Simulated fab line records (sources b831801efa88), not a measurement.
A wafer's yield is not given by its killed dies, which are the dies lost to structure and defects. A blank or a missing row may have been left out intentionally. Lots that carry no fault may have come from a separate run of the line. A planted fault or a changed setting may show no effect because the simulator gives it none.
Matching of chambers || flow sky130 || SKY_FIELD_ISO_ETCH_17 on rieSi-01 has 4 sister chambers
The step etches Si in HBr/Cl2/O2, target depth 342 nm, time 97.7 s. 4 wafers are shown with their chamber, then 11 later ones without.

WAFERS WITH THEIR CHAMBER
{"wafer": "L085.1", "chamber": 3, "drypumpMotorCurrentA (A)": 6.0}
{"wafer": "L085.3", "chamber": 1, "drypumpMotorCurrentA (A)": 5.1}
{"wafer": "L085.4", "chamber": 0, "drypumpMotorCurrentA (A)": 5.6}
{"wafer": "L087.1", "chamber": 2, "drypumpMotorCurrentA (A)": 6.2}

WAFERS WITHOUT THEIR CHAMBER
{"wafer": "L087.5", "drypumpMotorCurrentA (A)": 5.2}
{"wafer": "L087.6", "drypumpMotorCurrentA (A)": 6.2}
{"wafer": "L090.1", "drypumpMotorCurrentA (A)": 6.0}
{"wafer": "L090.4", "drypumpMotorCurrentA (A)": 6.0}
{"wafer": "L090.6", "drypumpMotorCurrentA (A)": 5.6}
{"wafer": "L096.1", "drypumpMotorCurrentA (A)": 5.5}
{"wafer": "L096.2", "drypumpMotorCurrentA (A)": 6.2}
{"wafer": "L096.5", "drypumpMotorCurrentA (A)": 5.9}
{"wafer": "L097.3", "drypumpMotorCurrentA (A)": 6.1}
{"wafer": "L097.5", "drypumpMotorCurrentA (A)": 6.0}
{"wafer": "L097.6", "drypumpMotorCurrentA (A)": 6.1}

CHAMBER TAKEN BY EACH
{"wafer": "L087.5", "from the rows above": 1, "in truth": 1}
{"wafer": "L087.6", "from the rows above": 2, "in truth": 2}
{"wafer": "L090.1", "from the rows above": 3, "in truth": 3}
{"wafer": "L090.4", "from the rows above": 3, "in truth": 3}
{"wafer": "L090.6", "from the rows above": 0, "in truth": 0}
{"wafer": "L096.1", "from the rows above": 0, "in truth": 0}
{"wafer": "L096.2", "from the rows above": 2, "in truth": 2}
{"wafer": "L096.5", "from the rows above": 3, "in truth": 3}
{"wafer": "L097.3", "from the rows above": "can't be placed: 3 or 2", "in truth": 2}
{"wafer": "L097.5", "from the rows above": 3, "in truth": 3}
{"wafer": "L097.6", "from the rows above": "can't be placed: 3 or 2", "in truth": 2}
9 of 11 placed correctly. Can't be placed from these rows: 2 (the true chamber is among the candidates in 2). 0 placed wrongly.
How it was worked out, from the rows above alone: a wafer's distance from a chamber is the root of the sum, over the readings, of the square of ((its reading less the chamber's mean) divided by the reading's scatter). If the next closest chamber is less than 2 further off than the closest, the wafer can't be placed; otherwise it belongs to the closest. Each chamber's mean is taken over the wafers shown for it. The scatter: root of mean squared gap, hidden wafer to nearest shown wafer, with one shown wafer a chamber.
